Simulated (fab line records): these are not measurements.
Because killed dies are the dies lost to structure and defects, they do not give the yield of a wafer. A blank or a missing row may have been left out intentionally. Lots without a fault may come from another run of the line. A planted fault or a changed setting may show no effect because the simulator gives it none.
Chamber matching / flow gf180mcu / pecvd-01 running GF_PASSIVATION_CVD_00: 3 sister chambers
The step deposits SiO2 from TEOS, target thk 1000 nm, time 111.95 s. 6 wafers are shown with their chamber, then 7 later ones without.

== EACH WAFER AND ITS CHAMBER ==
wafer=L429.4; chamber=0; heater power w (W)=594
wafer=L431.1; chamber=1; heater power w (W)=826
wafer=L432.2; chamber=0; heater power w (W)=556
wafer=L432.5; chamber=2; heater power w (W)=928
wafer=L433.3; chamber=2; heater power w (W)=778
wafer=L433.4; chamber=1; heater power w (W)=667

== WAFERS MISSING THEIR CHAMBER ==
wafer=L433.6; heater power w (W)=862
wafer=L437.1; heater power w (W)=945
wafer=L437.3; heater power w (W)=700
wafer=L437.6; heater power w (W)=754
wafer=L438.1; heater power w (W)=882
wafer=L438.2; heater power w (W)=750
wafer=L438.3; heater power w (W)=492

== WHICH CHAMBER EACH WENT THROUGH ==
wafer=L433.6; from the rows above=can't be placed: 2 or 1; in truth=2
wafer=L437.1; from the rows above=can't be placed: 2 or 1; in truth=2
wafer=L437.3; from the rows above=can't be placed: 1 or 0 or 2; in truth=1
wafer=L437.6; from the rows above=can't be placed: 1 or 2 or 0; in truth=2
wafer=L438.1; from the rows above=can't be placed: 2 or 1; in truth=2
wafer=L438.2; from the rows above=can't be placed: 1 or 2 or 0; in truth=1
wafer=L438.3; from the rows above=can't be placed: 0 or 1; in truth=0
Correctly placed: 0 of 7. Cannot be placed on the basis of these rows: 7; the candidates contain the true chamber in 7. Wrongly placed: 0.
How it was worked out, from the rows above alone: a wafer's distance from a chamber is the root of the sum, over the readings, of the square of ((its reading less the chamber's mean) divided by the reading's scatter). The wafer belongs to the nearest chamber; if the next one is less than 2 further off, it can't be placed. The mean given for a chamber averages the wafers shown for that chamber. The scatter: take each reading less its chamber's mean, square it, sum over the shown wafers, divide by the number of wafers less the number of chambers, and take the root.
